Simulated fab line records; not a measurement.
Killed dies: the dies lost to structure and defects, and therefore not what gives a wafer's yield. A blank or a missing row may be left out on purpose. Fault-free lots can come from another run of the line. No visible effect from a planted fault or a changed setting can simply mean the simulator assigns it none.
Problem report, 8D (eight disciplines) form, completed by code || flow sky130 || the parts of the form that need people (team, actions taken, sign-off) are left out

1. THE ISSUE
run_length_s at SKY_LOCAL_INTERCONNECT_ETCH_13 reads a mean of 90.8 s on 3 wafers of 3 lots; wafers without a fault read 74.1 s with a standard deviation of 0.53. Relative to the usual mean, that is a shift of +31 standard deviations.
The step: etches BARC in N2/H2, stops on SiO2, time 45.9 s, target depth 60 nm.
First observed at day 35 01:55: wafer L259.3, on rie_metal-01. At this step, 33 wafers from 12 lots have a number in the record. By rule, "out" or "out of limits" means more than 4 standard deviations away from the usual mean. Any other wafer with a number is counted as sound.

2. WHAT IT IS AND WHAT IT IS NOT
{"question": "which readings at this step", "is": "run_length_s, oes_product_au", "is not": "drypump_motor_current_A, h2_flow_sccm"}
{"question": "which lots", "is": "L259, L260, L261", "is not": "L247, L248, L249, L250, L253, L254, L255, L267, L268"}
{"question": "which wafers of those lots", "is": "L259.3, L260.3, L261.2", "is not": "L259.4, L260.1, L261.4"}
{"question": "read on which tools", "is": "rie_metal-01", "is not": "rie_metal-03, rie_metal-04"}
{"question": "when", "is": "from day 35 01:55", "is not": "up to then (22 sound wafers); but 8 sound wafers of L260, L261, L267, L268 came after"}

3. WHAT RULES OUT EACH SUSPECT
Counting: a tool at a process step up to the reading stays a suspect if it ran every lot that is out. Sound lots after the first of them don't rule it out here, since some wafers of a struck lot are sound.
- rie_metal-01 at SKY_LOCAL_INTERCONNECT_ETCH_13 (etches BARC in N2/H2, stops on SiO2, time 45.9 s, target depth 60 nm): kept. It ran every lot that is out, first L259 (day 35 01:55); its last sound lot up to then is L250 (day 32 01:10). Out on those wafers are its own readings of oes_product_au, run_length_s.
After counting, what remains is rie_metal-01 at SKY_LOCAL_INTERCONNECT_ETCH_13.

4. THE CAUSE (what the simulator had put in)
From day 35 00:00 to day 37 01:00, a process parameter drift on rie_metal-01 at SKY_LOCAL_INTERCONNECT_ETCH_13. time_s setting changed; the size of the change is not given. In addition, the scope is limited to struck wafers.
The count eliminated every tool but this one.

5. THE EFFECT CHAIN, in route order
Rows list readings where the struck wafers' mean (over those with a number) sits beyond 3 standard deviations from the usual. Only readings whose record carries a usual standard deviation are examined. hours: median over the lots of the time between each lot's start at the first step of this table that gives one and its start at this step. sigmas: the change, counted in usual standard deviations.
{"hours": 0, "step": "SKY_LOCAL_INTERCONNECT_ETCH_13", "reading": "oes_product_au", "usual": "0.855 a.u.", "on struck wafers": 0.733, "change": -0.122, "sigmas": -28}
{"hours": 0, "step": "SKY_LOCAL_INTERCONNECT_ETCH_13", "reading": "run_length_s", "usual": "74.1 s", "on struck wafers": 90.8, "change": "+16.7", "sigmas": "+31"}
{"hours": 0, "step": "SKY_LOCAL_INTERCONNECT_STRIP_15", "reading": "strip_time_to_endpoint_s", "usual": "4.726 s", "on struck wafers": 4.568, "change": -0.158, "sigmas": -5.6}
The process steps in it:
- SKY_LOCAL_INTERCONNECT_ETCH_13: etches BARC in N2/H2, stops on SiO2, time 45.9 s, target depth 60 nm.
- SKY_LOCAL_INTERCONNECT_STRIP_15: strips in O2/N2.

6. WHAT WOULD HAVE CAUGHT IT SOONER
In this record the first reading out of limits was taken at day 35 01:55, 2 hours after the fault began at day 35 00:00.
